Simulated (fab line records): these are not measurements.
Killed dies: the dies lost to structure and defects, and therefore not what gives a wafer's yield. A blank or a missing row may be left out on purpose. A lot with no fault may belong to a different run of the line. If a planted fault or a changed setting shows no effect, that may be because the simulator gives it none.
A lot that was struck, set against a sound lot | flow gf180mcu | 15 steps out of a route of 602
Sound: wafers L315.2, L315.3, L315.4. Struck: wafers L329.2, L329.4, L329.6. The cause is named last.
Each step with rows lists, per side, the tool, then ch with its chambers, then its first start. Under that, the readings that differ: sound wafers | struck wafers | difference of the means | sigmas: that difference in standard deviations of wafers without a fault.
alike: readings with means less than 2 such deviations apart, plus words and numbers identical on both sides. not compared: withheld readings, readings lacking a value on some wafer, bounds such as >300 that could conceal the same value, and numbers that have no deviation in the record and whose values overlap.
The two part at a step that has a row with sigmas, a row that says differs or no value, or rows on one side only. Numbers that have no deviation but don't overlap get no sigmas and don't part them. Lack of a reading on every wafer of one side parts them only where that side has two or more wafers.

first, 5 steps without rows for these wafers: GF_M5_COAT_02 (resist thk 1000 nm); GF_M5_SOFTBAKE_03 (time 60 s); GF_M5_EXPOSE_04 (exposes mask Metal5, target cd 280 nm); GF_M5_PEB_05 (peb time 90 s); GF_M5_DEVELOP_06 (develop time 60 s).
GF_M5_CD_MEAS_07: target cd 280 nm.
  sound on cd_sem-01 at day 27 11:52; struck on cd_sem-01 at day 31 16:52
  alike: cd_nm
GF_M5_OVL_MEAS_08:
  sound on overlay-01 at day 27 11:58; struck on overlay-01 at day 31 16:58
  alike: M5_OVL
GF_M5_ETCH_09: etches Si3N4 in CF4/O2, target depth 52 nm, time 11.6 s.
  sound on rie_diel-03 ch 2,3, day 27 11:59; struck on rie_diel-01 ch 1,2, day 31 16:59
  alike: O2_flow_sccm, cf4_flow_sccm, drypump_motor_current_A, oes_product_au, throttle_valve_pct
  not compared: rf_hours_counter_h
GF_M5_METAL_ETCH_10: etches the open film in Cl2/BCl3, stops on SiO2, target depth 627.5 nm, time 104.6 s.
  sound on rie_metal-04 ch 0,1, day 27 12:01; struck on rie_metal-01 ch 1, day 31 17:01
  alike: drypump_motor_current_A, he_backside_leak_sccm, oes_product_au, throttle_valve_pct
  not compared: rf_hours_counter_h
GF_M5_STRIP_11: strips in O2/N2.
  sound on plasma_asher-02 ch 0,1, day 27 12:08; struck on plasma_asher-04 ch 0,1, day 31 17:08
  alike: drypump_motor_current_A, heater_power_w, n2_flow_sccm, oes_product_au, strip_time_to_endpoint_s
  not compared: rf_hours_counter_h
then, 2 steps without rows for these wafers: GF_M5_STRIP_12 (strips in post etch residue remover, time 1200 s); GF_M5_CLEAN_13 (cleans in DIW).
GF_V5_CVD_00: deposits SiO2, target thk 300 nm, time 50 s.
  sound on hdpcvd-01 ch 1,2, day 27 12:40; struck on hdpcvd-01 ch 0,1,2, day 31 18:13
GF_V5_THK_MEAS_01:
  sound on film_metro-02 at day 27 12:43; struck on film_metro-02 at day 31 18:30
  reading            | sound             | struck            | difference | sigmas
  V5_CVD_00_THK (nm) | 303.0 301.7 301.2 | 593.3 597.7 596.4 | +293.8     | +99 or more
GF_PASSIVATION_PROBE_99:
  rows exist in the record for the sound wafers here (prober-02, day 30 03:44), none for the struck ones

WHERE THEY PART
At GF_V5_THK_MEAS_01 first; at GF_PASSIVATION_PROBE_99 last (within this record only).

WHY: the cause the simulator had injected
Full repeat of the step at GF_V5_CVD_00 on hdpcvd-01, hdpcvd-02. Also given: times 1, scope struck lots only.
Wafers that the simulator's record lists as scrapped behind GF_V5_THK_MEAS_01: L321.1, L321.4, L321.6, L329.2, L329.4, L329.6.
